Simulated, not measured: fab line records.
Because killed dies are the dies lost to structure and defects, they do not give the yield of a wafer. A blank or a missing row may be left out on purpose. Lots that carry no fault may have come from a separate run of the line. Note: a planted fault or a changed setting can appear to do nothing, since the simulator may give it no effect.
fab line records ; flow sky130
record: lots: 12; wafers: 36; last-day: 50
route steps=708 shown METAL3@568 VIA3@588 METAL4@600 PAD_OPEN@708
lots that met no fault: from a run of the same line without faults
start-h: hours from the record's opening day to when the first of the lot's shown wafers began ; wait-h: hours since the lot's step before ; " unchanged from the row above ; L1.1+2: several wafers, shown together as one row ; - no value, or no start given ; * or withheld: withheld ; < > ~ a bound
route shown NAME@n: NAME is a module with steps in the file, n the number in the route of the first one ; usual: mean and standard deviation over wafers with no fault ; same: alike in all rows ; chamber/n: place in a boat ; sites: per-site readings ; _std_site: the values' standard deviation ; _edge_site: the outer-site mean with the inner-site mean subtracted ; radius-mm: how far each site lies from the wafer's centre ; mask NAME#n: copy n ; behind: the tool/chamber that last shaped the wafer ; hold: why the lot was held/for how many hours/how that ended ; device: transistor that didn't switch, given as n, p or np ; end of line: at the end of the route, the tests of the same wafers ; a step given without rows: its recipe and nothing more ; killed: dies lost to structure and defects at the first sort, not the wafer's yield ; map: a wafer's dies, marking killed ones x, the rest . and places with no die _
set.NAME: setting as actually run; set.NAME@STEP: the setting as run at that earlier step ; model.NAME: the simulator's own value behind a step, which no gauge read
the route's steps for a sample of lots (tables are steps, rows are wafers)
services: when a tool's chamber went out of use (start-h, in hours from the record's first day, below 0 if earlier), for how many hours, and the reason
== steps ==
step: SKY_METAL3_METAL_ETCH_18
recipe: target-depth-a: 8450; stop-on: SiO2; over-etch-frac: 0.3; time-s: 183.1; chemistry: Cl2/BCl3; resist-sidewall-deg: 88; pressure-mtorr: 10; icp-w: 900; bias-w: 48.5; Cl2_flow_sccm: 60; bcl3-flow-sccm: 30
usual: drypump-motor-current-A: 6.2/0.34; oes-product-au: 0.864/0.0075; throttle-valve-pct: 22.264/0.0093
lot.wafer;tool;chamber;start-h;wait-h;drypump-motor-current-A;oes-product-au;rf-hours-counter-h;throttle-valve-pct
L546.2;rie-metal-01;1;909.11;0.0;6.5;0.861;9;22.264
L546.3;rie-metal-01;1;909.11;0.0;6.5;0.863;-;22.280
L546.6;rie-metal-01;0;909.11;0.0;6.1;0.853;-;22.268
L547.1;rie-metal-04;0;919.46;0.0;5.5;0.860;1;22.263
L547.3;rie-metal-04;1;919.46;0.0;6.4;0.856;-;22.257
L547.6;rie-metal-04;0;919.46;0.0;5.5;0.870;-;22.275
L551.2;rie-metal-01;0;948.76;0.0;6.1;0.869;12;22.250
L551.3;rie-metal-01;0;948.76;0.0;6.2;0.874;-;22.260
L551.4;rie-metal-01;1;948.76;0.0;6.5;0.875;-;22.256
L552.4;rie-metal-04;1;961.97;0.1;6.4;0.856;-;22.256
L552.5;rie-metal-04;0;961.97;0.1;5.5;0.870;-;22.263
L552.6;rie-metal-04;1;961.97;0.1;6.4;0.856;-;22.254
L554.2;rie-metal-04;0;966.98;0.0;5.5;0.858;3;22.273
L554.5;rie-metal-04;1;966.98;0.0;6.4;0.873;-;22.262
L554.6;rie-metal-04;0;966.98;0.0;5.5;0.876;-;22.276
L557.4;rie-metal-01;0;993.69;0.1;6.2;0.861;-;22.265
L557.5;rie-metal-01;0;993.69;0.1;6.1;0.875;-;22.262
L557.6;rie-metal-01;1;993.69;0.1;6.5;0.863;-;22.280
L562.2;rie-metal-01;1;1022.38;0.0;6.5;0.856;14;22.252
L562.3;rie-metal-01;0;1022.38;0.0;6.1;0.859;-;22.260
L562.4;rie-metal-01;1;1022.38;0.0;6.5;0.853;-;22.266
L563.3;rie-metal-04;1;1029.09;0.1;6.4;0.878;-;22.254
L563.4;rie-metal-04;0;1029.09;0.1;5.5;0.870;-;22.263
L563.6;rie-metal-04;0;1029.09;0.1;5.5;0.857;-;22.271
L564.1;rie-metal-04;1;1034.61;0.0;6.4;0.873;19;22.250
L564.2;rie-metal-04;0;1034.61;0.0;5.5;0.876;7;22.271
L564.4;rie-metal-04;0;1034.61;0.0;5.5;0.870;-;22.257
L566.3;rie-metal-01;1;1043.07;0.1;6.5;0.860;-;22.272
L566.5;rie-metal-01;1;1043.07;0.1;6.5;0.863;-;22.278
L566.6;rie-metal-01;0;1043.07;0.1;6.1;0.867;-;22.252
L567.2;rie-metal-01;0;1049.91;0.0;6.1;0.861;18;22.252
L567.4;rie-metal-01;0;1049.91;0.0;6.1;0.871;-;22.265
L567.6;rie-metal-01;0;1049.91;0.0;6.1;0.864;-;22.265
L568.1;rie-metal-03;1;1056.78;0.0;6.2;0.860;11;22.275
L568.3;rie-metal-03;1;1056.78;0.0;6.2;0.857;-;22.267
L568.6;rie-metal-03;0;1056.78;0.0;5.6;0.860;-;22.275
step: SKY_VIA3_ETCH_15
recipe: target: SiO2; chemistry: C4F8/O2/Ar; target-depth-nm: 507; stop-on: TiN; mask-material: KrF-thick; source-w: 1500; bias-w: 1200; pressure-mtorr: 40; c4f8-flow-sccm: withheld; O2_flow_sccm: 6; Ar_flow_sccm: 300; time-s: 78
usual: oes-product-au: 0.946/0.0048
lot.wafer;tool;chamber;start-h;wait-h;oes-product-au;rf-hours-counter-h
L546.2;rie-diel-03;3;935.64;0.0;0.948;14
L546.3;rie-diel-03;1;935.64;0.0;0.949;5
L546.6;rie-diel-03;3;935.64;0.0;0.942;-
L547.1;rie-diel-04;2;945.17;0.0;0.954;15
L547.3;rie-diel-04;1;945.17;0.0;0.945;10
L547.6;rie-diel-04;2;945.17;0.0;0.944;-
L551.2;rie-diel-02;3;973.89;0.0;0.946;16
L551.3;rie-diel-02;2;973.89;0.0;0.955;21
L551.4;rie-diel-02;0;973.89;0.0;0.944;20
L552.4;rie-diel-02;2;987.67;0.0;0.945;21
L552.5;rie-diel-02;1;987.67;0.0;0.948;-
L552.6;rie-diel-02;2;987.67;0.0;0.937;-
L554.2;rie-diel-02;1;992.54;0.0;0.941;29
L554.5;rie-diel-02;3;992.54;0.0;0.943;-
L554.6;rie-diel-02;2;992.54;0.0;0.951;-
L557.4;rie-diel-04;1;1018.17;0.0;0.942;13
L557.5;rie-diel-04;1;1018.17;0.0;0.949;-
L557.6;rie-diel-04;2;1018.17;0.0;0.952;-
L562.2;rie-diel-02;0;1046.72;0.0;0.952;23
L562.3;rie-diel-02;1;1046.72;0.0;0.938;1
L562.4;rie-diel-02;2;1046.72;0.0;0.940;24
L563.3;rie-diel-02;0;1052.62;0.0;0.952;23
L563.4;rie-diel-02;1;1052.62;0.0;0.953;1
L563.6;rie-diel-02;3;1052.62;0.0;0.938;-
L564.1;rie-diel-02;2;1058.42;0.0;0.945;24
L564.2;rie-diel-02;3;1058.42;0.0;0.942;19
L564.4;rie-diel-02;0;1058.42;0.0;0.946;23
L566.3;rie-diel-04;3;1066.14;0.0;0.941;14
L566.5;rie-diel-04;0;1066.14;0.0;0.941;-
L566.6;rie-diel-04;2;1066.14;0.0;0.940;-
L567.2;rie-diel-02;2;1072.72;0.0;0.956;24
L567.4;rie-diel-02;1;1072.72;0.0;0.940;2
L567.6;rie-diel-02;2;1072.72;0.0;0.943;-
L568.1;rie-diel-03;3;1079.17;0.0;0.953;18
L568.3;rie-diel-03;1;1079.17;0.0;0.939;10
L568.6;rie-diel-03;1;1079.17;0.0;0.952;-
step: SKY_METAL4_SPUTTER_02
recipe: material: AlCu; target-thk-nm: 735; power-w: 10600; time-s: 39.1; chamber-pressure-pa: 0.4
usual: cathode-dc-power-W: 10600/1.9; chamber-pressure-pa: 0.3999/0.00084; throttle-valve-pct: 29.5/0.96
lot.wafer;tool;chamber;start-h;wait-h;cathode-dc-power-W;chamber-pressure-pa;throttle-valve-pct
L546.2;pvd-sputter-02;-;937.00;0.0;10598;0.4013;28.9
L546.3;pvd-sputter-02;-;937.00;0.0;10600;0.3999;29.6
L546.6;pvd-sputter-02;-;937.00;0.0;10599;0.3992;29.9
L547.1;pvd-sputter-02;-;946.56;0.0;10603;0.4010;27.6
L547.3;pvd-sputter-02;-;946.56;0.0;10604;0.3999;29.0
L547.6;pvd-sputter-02;-;946.56;0.0;10600;0.4007;29.5
L551.2;pvd-sputter-04;-;975.29;0.0;10598;0.3996;29.0
L551.3;pvd-sputter-04;-;975.29;0.0;10602;0.4002;29.5
L551.4;pvd-sputter-04;-;975.29;0.0;10600;0.3990;28.8
L552.4;pvd-sputter-02;-;989.14;0.0;10600;0.3994;29.3
L552.5;pvd-sputter-02;-;989.14;0.0;10600;0.4001;27.6
L552.6;pvd-sputter-02;-;989.14;0.0;10598;0.3987;29.1
L554.2;pvd-sputter-01;-;993.93;0.0;10598;0.3985;31.3
L554.5;pvd-sputter-01;-;993.93;0.0;10598;0.4008;30.5
L554.6;pvd-sputter-01;-;993.93;0.0;10601;0.3979;31.3
L557.4;pvd-sputter-02;-;1019.53;0.0;10604;0.4013;29.2
L557.5;pvd-sputter-02;-;1019.53;0.0;10603;0.3991;27.8
L557.6;pvd-sputter-02;-;1019.53;0.0;10600;0.4002;29.6
L562.2;pvd-sputter-01;-;1048.12;0.0;-;-;-
L562.3;pvd-sputter-01;-;1048.12;0.0;-;-;-
L562.4;pvd-sputter-01;-;1048.12;0.0;-;-;-
L563.3;pvd-sputter-04;-;1054.00;0.0;-;-;-
L563.4;pvd-sputter-04;-;1054.00;0.0;-;-;-
L563.6;pvd-sputter-04;-;1054.00;0.0;-;-;-
L564.1;pvd-sputter-02;-;1059.83;0.0;-;-;-
L564.2;pvd-sputter-02;-;1059.83;0.0;-;-;-
L564.4;pvd-sputter-02;-;1059.83;0.0;-;-;-
L566.3;pvd-sputter-04;-;1067.54;0.0;10598;0.4007;29.6
L566.5;pvd-sputter-04;-;1067.54;0.0;10598;0.4009;28.8
L566.6;pvd-sputter-04;-;1067.54;0.0;10603;0.3995;30.1
L567.2;pvd-sputter-04;-;1074.12;0.0;10600;0.3995;29.9
L567.4;pvd-sputter-04;-;1074.12;0.0;10597;0.4005;28.9
L567.6;pvd-sputter-04;-;1074.12;0.0;10597;0.4001;29.0
L568.1;pvd-sputter-01;-;1080.54;0.0;10601;0.3997;30.5
L568.3;pvd-sputter-01;-;1080.54;0.0;10599;0.4009;31.5
L568.6;pvd-sputter-01;-;1080.54;0.0;10601;0.3986;30.6
step: SKY_PAD_OPEN_PROBE_99
usual: defect-limited-yield: 82.2/2.2; killed_at_M0_to_M3: 45/7.1; killed_at_M4_up: 3.0/1.8; killed-at-contacts: 24/5.4; killed-at-front-end: 16/4.9; killed-at-other: 0.3/0.63; killed-dies: 88/11; killed-on-rim: 17/3.4; killed-open: 47/7.4; killed-short: 40/7; sort_bin_3_pad_short: 1.0/0.43; sort_bin_5_function: 10.6/1.7; sort_bin_6_memory: 6.3/1.1; sort-n-pass: 404/11; sort-yield-pct: 82.2/2.2
same: gross-dies: 492; killed-at-back-side: 0; sort_bin_4_leakage[%]: 0; sort_bin_8_speed[%]: 0
lot.wafer;tool;chamber;start-h;wait-h;defect-limited-yield[%];killed_at_M0_to_M3;killed_at_M4_up;killed-at-contacts;killed-at-front-end;killed-at-other;killed-dies;killed-on-rim;killed-open;killed-short;sort_bin_3_pad_short[%];sort_bin_5_function[%];sort_bin_6_memory[%];sort-n-pass;sort-yield-pct[%]
L546.2;prober-02;-;1079.42;0.1;82.1;60;3;15;10;0;88;15;49;37;1.0;8.9;7.9;404;82.1
L546.3;prober-02;-;1079.47;0.2;80.5;50;4;25;15;2;96;20;53;40;1.0;12.4;6.1;396;80.5
L546.6;prober-02;-;1079.62;0.2;81.1;45;2;24;22;0;93;13;57;36;1.4;11.4;6.1;399;81.1
L547.1;prober-01;-;1089.68;0.1;83.3;38;4;25;15;0;82;17;43;38;0.4;9.3;6.9;410;83.3
L547.3;prober-01;-;1089.78;0.2;86.4;37;1;25;4;0;67;15;43;24;0.4;7.5;5.7;425;86.4
L547.6;prober-01;-;1089.93;0.2;81.1;50;3;29;11;0;93;19;43;50;0.6;12.4;5.9;399;81.1
L551.2;prober-01;-;1112.83;0.1;84.8;40;2;15;18;0;75;14;48;26;0.8;10.0;4.5;417;84.8
L551.3;prober-01;-;1112.88;0.2;84.6;36;2;21;16;1;76;15;32;43;2.0;8.1;5.3;416;84.6
L551.4;prober-01;-;1112.93;0.2;80.7;43;3;29;19;1;95;14;46;48;1.4;11.4;6.5;397;80.7
L552.4;prober-01;-;1126.77;0.2;83.3;56;2;14;10;0;82;19;53;29;0.4;8.5;7.7;410;83.3
L552.5;prober-01;-;1126.82;0.2;83.3;38;5;22;17;0;82;15;51;31;0.2;8.3;8.1;410;83.3
L552.6;prober-01;-;1126.87;0.2;81.9;36;3;26;24;0;89;14;49;40;0.4;11.0;6.7;403;81.9
L554.2;prober-02;-;1129.13;0.1;83.1;47;4;22;10;0;83;20;50;33;0.8;10.6;5.5;409;83.1
L554.5;prober-02;-;1129.28;0.2;82.5;49;1;15;20;1;86;21;43;43;1.2;10.0;6.3;406;82.5
L554.6;prober-02;-;1129.33;0.2;84.8;42;5;21;7;0;75;12;41;34;0.6;9.6;5.1;417;84.8
L557.4;prober-01;-;1150.50;0.2;85.4;34;5;23;9;1;72;18;44;28;0.8;8.3;5.5;420;85.4
L557.5;prober-01;-;1150.55;0.2;84.1;38;5;23;12;0;78;14;34;44;0.8;10.6;4.5;414;84.1
L557.6;prober-01;-;1150.60;0.2;84.3;41;0;22;14;0;77;20;51;26;1.0;10.0;4.7;415;84.3
L562.2;prober-02;-;1173.25;0.1;0;52;409;22;9;0;492;96;43;44;1.6;93.1;5.3;0;0
L562.3;prober-02;-;1173.30;0.2;0;48;409;24;10;1;492;96;48;34;0.8;92.3;6.9;0;0
L562.4;prober-02;-;1173.35;0.2;0;52;406;16;18;0;492;96;45;46;0.6;91.9;7.5;0;0
L563.3;prober-01;-;1177.74;0.2;0;35;420;24;13;0;492;96;45;32;0.6;92.3;7.1;0;0
L563.4;prober-01;-;1177.79;0.2;0;35;424;23;10;0;492;96;43;27;0.6;94.7;4.7;0;0
L563.6;prober-01;-;1177.89;0.2;0;31;410;32;19;0;492;96;41;47;0.8;92.3;6.9;0;0
L564.1;prober-02;-;1182.20;0.1;0;49;391;33;19;0;492;96;54;48;0.6;92.9;6.5;0;0
L564.2;prober-02;-;1182.25;0.1;0;52;386;33;21;0;492;96;58;52;0.8;90.4;8.7;0;0
L564.4;prober-02;-;1182.35;0.2;0;38;395;36;21;2;492;96;54;44;1.2;89.2;9.6;0;0
L566.3;prober-02;-;1188.51;0.2;79.7;46;5;25;24;0;100;21;52;48;1.4;12.6;6.3;392;79.7
L566.5;prober-02;-;1188.61;0.2;79.3;51;4;23;21;3;102;20;59;43;0.6;11.6;8.5;390;79.3
L566.6;prober-02;-;1188.66;0.2;81.5;36;3;24;28;0;91;17;52;39;1.0;10.0;7.5;401;81.5
L567.2;prober-01;-;1194.27;0.1;83.9;44;3;17;15;0;79;16;46;33;0.2;11.2;4.7;413;83.9
L567.4;prober-01;-;1194.37;0.2;83.3;39;4;25;14;0;82;19;52;30;0.4;9.8;6.5;410;83.3
L567.6;prober-01;-;1194.47;0.2;83.1;40;1;32;10;0;83;22;43;40;1.0;11.8;4.1;409;83.1
L568.1;prober-02;-;1197.51;0.1;85.4;36;3;24;9;0;72;10;43;29;0.6;9.1;4.9;420;85.4
L568.3;prober-02;-;1197.61;0.2;78.7;52;2;31;19;1;105;20;51;54;1.2;11.0;9.1;387;78.7
L568.6;prober-02;-;1197.76;0.2;80.5;38;4;33;20;1;96;22;56;40;0.4;12.0;7.1;396;80.5
killed by level:class
L546.2 VIA1:geometric-particle:open=22 VIA2:geometric-particle:open=7 FIELD_ISO:geometric-particle:short=5 METAL2:geometric-particle:short=5 VIA2:geometric-particle:short=5 METAL3:geometric-particle:short=5 LI_CONTACT:geometric-particle:open=4 VIA1:geometric-particle:short=4
L546.3 VIA1:geometric-particle:open=15 CONTACT:geometric-particle:open=10 LI_CONTACT:geometric-particle:open=7 VIA3:geometric-particle:open=7 FIELD_ISO:geometric-particle:open=6 METAL1:geometric-particle:short=5 VIA1:geometric-particle:short=5 METAL3:geometric-particle:short=4
L546.6 CONTACT:geometric-particle:open=13 VIA1:geometric-particle:open=12 FIELD_ISO:geometric-particle:short=9 VIA2:geometric-particle:open=9 POLY_GATE:geometric-particle:open=6 VIA3:geometric-particle:open=6 LI_CONTACT:geometric-particle:open=5 VIA1:geometric-particle:short=5
L547.1 CONTACT:geometric-particle:open=10 VIA1:geometric-particle:short=7 LI_CONTACT:geometric-particle:open=6 VIA1:geometric-particle:open=6 VIA2:geometric-particle:open=6 METAL3:geometric-particle:short=6 FIELD_ISO:geometric-particle:open=4 METAL1:geometric-particle:short=4
L547.3 VIA1:geometric-particle:open=12 CONTACT:geometric-particle:open=9 VIA3:geometric-particle:open=8 LI_CONTACT:geometric-particle:open=7 CONTACT:geometric-particle:short=5 METAL1:geometric-particle:short=5 LOCAL_INTERCONNECT:geometric-particle:short=3 VIA2:geometric-particle:open=3
L547.6 VIA1:geometric-particle:short=10 LI_CONTACT:geometric-particle:open=8 CONTACT:geometric-particle:open=7 METAL2:geometric-particle:short=7 CONTACT:geometric-particle:short=6 METAL1:geometric-particle:short=6 VIA3:geometric-particle:open=6 POLY_GATE:geometric-particle:short=5
L551.2 VIA3:geometric-particle:open=10 CONTACT:geometric-particle:open=7 VIA1:geometric-particle:open=7 VIA1:geometric-particle:short=6 FIELD_ISO:geometric-particle:short=4 FIELD_ISO:geometric-particle:open=4 LI_CONTACT:geometric-particle:open=4 METAL2:geometric-particle:short=4
L551.3 POLY_GATE:geometric-particle:short=6 CONTACT:geometric-particle:open=6 VIA3:geometric-particle:open=6 FIELD_ISO:geometric-particle:short=5 LI_CONTACT:geometric-particle:open=5 LOCAL_INTERCONNECT:geometric-particle:short=5 VIA1:geometric-particle:open=5 VIA3:geometric-particle:short=5
L551.4 VIA1:geometric-particle:open=10 CONTACT:geometric-particle:open=8 LI_CONTACT:geometric-particle:open=7 FIELD_ISO:geometric-particle:short=6 LI_CONTACT:geometric-particle:short=6 VIA3:geometric-particle:short=6 VIA3:geometric-particle:open=6 CONTACT:geometric-particle:short=5
L552.4 VIA1:geometric-particle:open=13 VIA3:geometric-particle:open=12 VIA2:geometric-particle:open=8 METAL2:geometric-particle:short=7 CONTACT:geometric-particle:open=6 VIA1:geometric-particle:short=6 LI_CONTACT:geometric-particle:open=4 POLY_GATE:geometric-particle:short=3
L552.5 VIA1:geometric-particle:open=12 LI_CONTACT:geometric-particle:open=9 FIELD_ISO:geometric-particle:short=8 CONTACT:geometric-particle:open=7 FIELD_ISO:geometric-particle:open=5 VIA3:geometric-particle:open=5 METAL1:geometric-particle:short=4 METAL2:geometric-particle:short=4
L552.6 VIA3:geometric-particle:open=9 POLY_GATE:geometric-particle:short=8 CONTACT:geometric-particle:open=8 LI_CONTACT:geometric-particle:short=6 LI_CONTACT:geometric-particle:open=6 FIELD_ISO:geometric-particle:short=5 LOCAL_INTERCONNECT:geometric-particle:short=5 FIELD_ISO:geometric-particle:open=4
L554.2 VIA1:geometric-particle:open=14 VIA3:geometric-particle:open=9 CONTACT:geometric-particle:open=8 LI_CONTACT:geometric-particle:open=7 METAL1:geometric-particle:short=5 METAL2:geometric-particle:short=4 POLY_GATE:geometric-particle:short=4 LOCAL_INTERCONNECT:geometric-particle:short=4
L554.5 METAL1:geometric-particle:short=9 VIA1:geometric-particle:open=8 METAL2:geometric-particle:short=7 VIA3:geometric-particle:open=7 FIELD_ISO:geometric-particle:short=6 VIA2:geometric-particle:open=6 POLY_GATE:geometric-particle:short=5 LOCAL_INTERCONNECT:geometric-particle:open=4
L554.6 VIA2:geometric-particle:open=11 VIA1:geometric-particle:open=9 CONTACT:geometric-particle:open=7 LI_CONTACT:geometric-particle:open=6 METAL1:geometric-particle:short=6 METAL2:geometric-particle:short=5 LOCAL_INTERCONNECT:geometric-particle:short=4 METAL4:geometric-particle:short=4
L557.4 VIA1:geometric-particle:open=10 CONTACT:geometric-particle:open=9 VIA2:geometric-particle:open=8 LI_CONTACT:geometric-particle:open=6 LOCAL_INTERCONNECT:geometric-particle:short=5 VIA3:geometric-particle:open=4 POLY_GATE:geometric-particle:open=3 CONTACT:geometric-particle:short=3
L557.5 VIA1:geometric-particle:open=7 CONTACT:geometric-particle:open=6 VIA2:geometric-particle:open=6 VIA2:geometric-particle:short=5 POLY_GATE:geometric-particle:short=5 LI_CONTACT:geometric-particle:open=5 LI_CONTACT:geometric-particle:short=5 METAL2:geometric-particle:short=5
L557.6 CONTACT:geometric-particle:open=11 VIA3:geometric-particle:open=8 VIA2:geometric-particle:open=8 VIA1:geometric-particle:open=7 POLY_GATE:geometric-particle:open=5 LI_CONTACT:geometric-particle:open=5 VIA1:geometric-particle:short=5 METAL3:geometric-particle:short=5
L562.2 METAL4:area-sputter=404 VIA1:geometric-particle:open=13 VIA3:geometric-particle:short=9 VIA2:geometric-particle:open=8 CONTACT:geometric-particle:short=7 VIA1:geometric-particle:short=6 LI_CONTACT:geometric-particle:open=5 METAL1:geometric-particle:short=5
L562.3 METAL4:area-sputter=409 VIA1:geometric-particle:open=12 LI_CONTACT:geometric-particle:open=9 CONTACT:geometric-particle:open=9 VIA1:geometric-particle:short=8 VIA3:geometric-particle:open=7 VIA3:geometric-particle:short=5 VIA2:geometric-particle:open=4
L562.4 METAL4:area-sputter=401 VIA1:geometric-particle:open=18 METAL1:geometric-particle:short=7 VIA1:geometric-particle:short=6 FIELD_ISO:geometric-particle:short=5 POLY_GATE:geometric-particle:short=5 VIA3:geometric-particle:open=5 LI_CONTACT:geometric-particle:open=5
L563.3 METAL4:area-sputter=415 VIA1:geometric-particle:open=8 VIA3:geometric-particle:open=8 CONTACT:geometric-particle:open=7 LI_CONTACT:geometric-particle:open=6 VIA2:geometric-particle:open=5 POLY_GATE:geometric-particle:short=4 SPACER:geometric-particle:short=4
L563.4 METAL4:area-sputter=422 VIA1:geometric-particle:open=13 LI_CONTACT:geometric-particle:open=7 CONTACT:geometric-particle:open=6 FIELD_ISO:geometric-particle:open=4 LOCAL_INTERCONNECT:geometric-particle:short=4 VIA1:geometric-particle:short=4 VIA2:geometric-particle:open=4
L563.6 METAL4:area-sputter=404 CONTACT:geometric-particle:open=11 FIELD_ISO:geometric-particle:short=7 LI_CONTACT:geometric-particle:open=6 LOCAL_INTERCONNECT:geometric-particle:short=6 VIA1:geometric-particle:open=6 METAL3:geometric-particle:short=6 FIELD_ISO:geometric-particle:open=4
L564.1 METAL4:area-sputter=390 VIA1:geometric-particle:open=14 CONTACT:geometric-particle:open=11 CONTACT:geometric-particle:short=8 METAL2:geometric-particle:short=7 LI_CONTACT:geometric-particle:short=5 LI_CONTACT:geometric-particle:open=5 VIA2:geometric-particle:open=5
L564.2 METAL4:area-sputter=382 VIA1:geometric-particle:open=13 CONTACT:geometric-particle:open=11 METAL2:geometric-particle:short=9 METAL1:geometric-particle:short=9 FIELD_ISO:geometric-particle:open=8 LI_CONTACT:geometric-particle:open=8 VIA2:geometric-particle:open=8
L564.4 METAL4:area-sputter=393 CONTACT:geometric-particle:open=16 VIA1:geometric-particle:open=8 METAL2:geometric-particle:short=7 CONTACT:geometric-particle:short=6 LI_CONTACT:geometric-particle:open=6 FIELD_ISO:geometric-particle:short=5 LOCAL_INTERCONNECT:geometric-particle:short=5
L566.3 VIA1:geometric-particle:open=11 POLY_GATE:geometric-particle:short=9 LI_CONTACT:geometric-particle:open=7 VIA3:geometric-particle:open=7 LOCAL_INTERCONNECT:geometric-particle:short=6 FIELD_ISO:geometric-particle:short=5 VIA3:geometric-particle:short=5 VIA1:geometric-particle:short=5
L566.5 VIA1:geometric-particle:open=18 LI_CONTACT:geometric-particle:open=9 CONTACT:geometric-particle:open=7 VIA2:geometric-particle:open=7 METAL2:geometric-particle:short=6 VIA2:geometric-particle:short=6 FIELD_ISO:geometric-particle:open=5 VIA3:geometric-particle:open=5
L566.6 VIA1:geometric-particle:open=12 CONTACT:geometric-particle:open=11 FIELD_ISO:geometric-particle:open=10 POLY_GATE:geometric-particle:short=6 POLY_GATE:geometric-particle:open=5 VIA3:geometric-particle:open=5 SONOS_ONO:geometric-particle:short=4 VIA2:geometric-particle:open=4
L567.2 VIA1:geometric-particle:open=14 CONTACT:geometric-particle:open=10 METAL2:geometric-particle:short=6 POLY_GATE:geometric-particle:open=5 VIA2:geometric-particle:short=5 VIA2:geometric-particle:open=5 POLY_GATE:geometric-particle:short=4 VIA1:geometric-particle:short=4
L567.4 VIA2:geometric-particle:open=10 CONTACT:geometric-particle:open=8 LI_CONTACT:geometric-particle:open=8 CONTACT:geometric-particle:short=6 VIA1:geometric-particle:open=6 VIA3:geometric-particle:open=6 POLY_GATE:geometric-particle:open=5 VIA3:geometric-particle:short=4
L567.6 CONTACT:geometric-particle:open=14 METAL1:geometric-particle:short=7 VIA1:geometric-particle:short=7 VIA3:geometric-particle:open=6 LI_CONTACT:geometric-particle:short=5 LI_CONTACT:geometric-particle:open=5 METAL2:geometric-particle:short=4 VIA2:geometric-particle:open=4
L568.1 VIA1:geometric-particle:open=11 VIA2:geometric-particle:open=8 LI_CONTACT:geometric-particle:open=8 CONTACT:geometric-particle:open=7 CONTACT:geometric-particle:short=6 METAL2:geometric-particle:short=4 VIA3:geometric-particle:open=4 FIELD_ISO:geometric-particle:short=3
L568.3 CONTACT:geometric-particle:open=9 VIA2:geometric-particle:open=8 FIELD_ISO:geometric-particle:open=7 VIA3:geometric-particle:short=7 VIA1:geometric-particle:open=7 LI_CONTACT:geometric-particle:short=6 LI_CONTACT:geometric-particle:open=6 CONTACT:geometric-particle:short=6
L568.6 CONTACT:geometric-particle:open=13 VIA1:geometric-particle:open=8 VIA3:geometric-particle:open=8 LOCAL_INTERCONNECT:geometric-particle:short=6 VIA2:geometric-particle:open=6 POLY_GATE:geometric-particle:open=5 LI_CONTACT:geometric-particle:open=5 FIELD_ISO:geometric-particle:short=4
== services ==
tool;chamber;start-h;hours;kind
rie-metal-04;0;885.31;-;clean
rie-metal-04;0;885.31;20.2;scheduled-down
rie-diel-04;3;889.10;18.6;repair
rie-diel-02;2;891.72;3.7;repair
rie-diel-03;2;893.32;25.9;repair
rie-metal-03;0;899.86;1.0;repair
pvd-sputter-02;-;930.75;5.9;repair
pvd-sputter-04;-;943.24;5.2;repair
pvd-sputter-04;-;945.85;2.0;repair
rie-diel-04;-;947.63;0.3;repair
pvd-sputter-02;-;970.92;0.8;repair
rie-diel-02;1;995.42;-;clean
rie-diel-02;1;995.42;-;consumable-replace:showerhead
rie-diel-02;1;995.42;21.4;scheduled-down
rie-diel-02;1;995.42;21.4;vent-cycle
pvd-sputter-01;-;1007.24;0.7;repair
rie-metal-01;1;1009.97;11.8;repair
pvd-sputter-02;-;1012.24;4.2;repair
pvd-sputter-02;-;1036.83;2.9;repair
rie-metal-03;-;1037.41;2.4;repair
pvd-sputter-04;-;1046.41;2.3;repair
rie-diel-04;1;1063.78;16.4;repair
pvd-sputter-02;-;1079.05;4.1;repair
pvd-sputter-04;-;1079.33;1.2;repair
== key ==
first-sign: step: SKY_METAL4_SPUTTER_02; reading: tool-record; direction: missing
effect: step: SKY_PAD_OPEN_PROBE_99; reading: killed_at_M4_up; direction: up; sigmas: 99+; usual: 3.0; struck: 405.6
more-kills-born-at: SKY_METAL4_SPUTTER_02@pvd-sputter-04: 1241; SKY_METAL4_SPUTTER_02@pvd-sputter-01: 1214; SKY_METAL4_SPUTTER_02@pvd-sputter-02: 1165
met-at SKY_METAL4_SPUTTER_02
struck-lots L562,L563,L564
later-rows-left-out L562.2,L562.3,L562.4,L563.3,L563.4,L563.6,L564.1,L564.2,L564.4
not-acting-at SKY_METAL3_METAL_ETCH_18,SKY_VIA3_ETCH_15
onset-between 1019.53 1048.12
fault: kind: skipped-step-whole; tool: pvd-sputter-01,pvd-sputter-02,pvd-sputter-04; chamber: -; onset-h: 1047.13; steps: SKY_METAL4_SPUTTER_02; scope: struck-lots-only
later-rows-left-out: the simulator's readings of these wafers behind a module that went badly wrong aren't trusted and aren't shown, but for the sort
